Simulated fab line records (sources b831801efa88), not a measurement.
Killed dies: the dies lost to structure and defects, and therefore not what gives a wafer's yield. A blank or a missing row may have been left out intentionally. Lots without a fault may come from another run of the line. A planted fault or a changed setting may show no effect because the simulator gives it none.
Lot-split experiment | flow sky130 | 5 lots, 11 wafers read, on a route of 708 steps

## THE SPLIT
At SKY_VIA1_ETCH_15 (etches SiO2 in C4F8/O2/Ar, stops on TiN, target depth 351 nm, time 54 s), the setting bias-w was moved away from the recipe's 1200 W on 2 of the 11 wafers read, by -11.8% to -11.6%. This setting was run at the recipe's value on the other wafers.

Reading taken at the split's own step.

## THE READING
etch.depth-nm (the simulator's own value, which no gauge read), in nm, at SKY_VIA1_ETCH_15 (etches SiO2 in C4F8/O2/Ar, stops on TiN, target depth 351 nm, time 54 s). There is no usual value for it anywhere in the file. Here, 9 wafers ran the recipe; their average is 345.2 nm with a standard deviation of 1.2 nm.

wafer  | tool, chamber at the split | bias-w as run, W | against the recipe | etch.depth-nm, nm | against lot-mates on the recipe
L074.5 | rie-diel-03, 2             | 1200             | recipe             | 346.4             | -
L074.6 | rie-diel-03, 0             | 1200             | recipe             | 344.1             | -
L077.2 | rie-diel-02, 1             | 1200             | recipe             | 345.7             | -
L077.4 | rie-diel-02, 2             | 1200             | recipe             | 346.4             | -
L083.4 | rie-diel-01, 1             | 1200             | recipe             | 344.8             | -
L083.5 | rie-diel-01, 2             | 1200             | recipe             | 343.4             | -
L083.6 | rie-diel-01, 1             | 1200             | recipe             | 345.9             | -
L081.1 | rie-diel-03, 0             | 1200             | recipe             | 346.4             | -
L081.5 | rie-diel-03, 0             | 1061             | -11.6%             | 340.3             | -6.1
L085.2 | rie-diel-01, 2             | 1200             | recipe             | 343.6             | -
L085.6 | rie-diel-01, 3             | 1058             | -11.8%             | 335.8             | -7.8

THE FIT
A straight line over all 11 wafers: etch.depth-nm changes by +0.612 nm for each +1% of bias-w; r = +0.89; the points scatter about the line by 1.6 nm.
The same after taking each lot's own level away (the mean of its wafers on the recipe; 11 wafers): +0.594 nm for each +1%; r = +0.96; scatter 0.9 nm.
According to that fit, moving bias-w by its largest amount changes the reading by 7 nm.
Measured against the standard deviation above, the lots' own levels, which go from 343.60 to 346.40 nm, span 2.4 times it.
Hence the lot-to-lot level has little effect on the slope; both slopes agree.
Check: for one of the wafers moved furthest among these (-11.8%), held out of the fit, the line's prediction against its lot-mates is -6.23 nm. It came out at -7.8 nm against them.

## THESE WAFERS: OTHER SPLITS
Other splits were also applied to these wafers ahead of the reading. Each is held against what the fit with the lots' levels taken away leaves over:
other split on the same wafers          | wafers away from the commonest value | r with etch.depth-nm (lot level and that fit taken away)
SKY_LI_CONTACT_CVD_21 temp-c            | 2                                    | -0.23
SKY_CONTACT_HDPCVD_02 time-s            | 2                                    | -0.22
SKY_CONTACT_COAT_08 resist-thk-nm       | 3                                    | +0.19
SKY_METAL1_SPUTTER_03 power-w           | 1                                    | -0.14
SKY_METAL1_METAL_ETCH_19 over-etch-frac | 4                                    | +0.21
SKY_VIA1_HDPCVD_00 sih4-flow-sccm       | 3                                    | -0.23

## THE FILE'S OWN FIT
etch.depth-nm changes by +0.596 nm for each +1% of bias-w, r = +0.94.
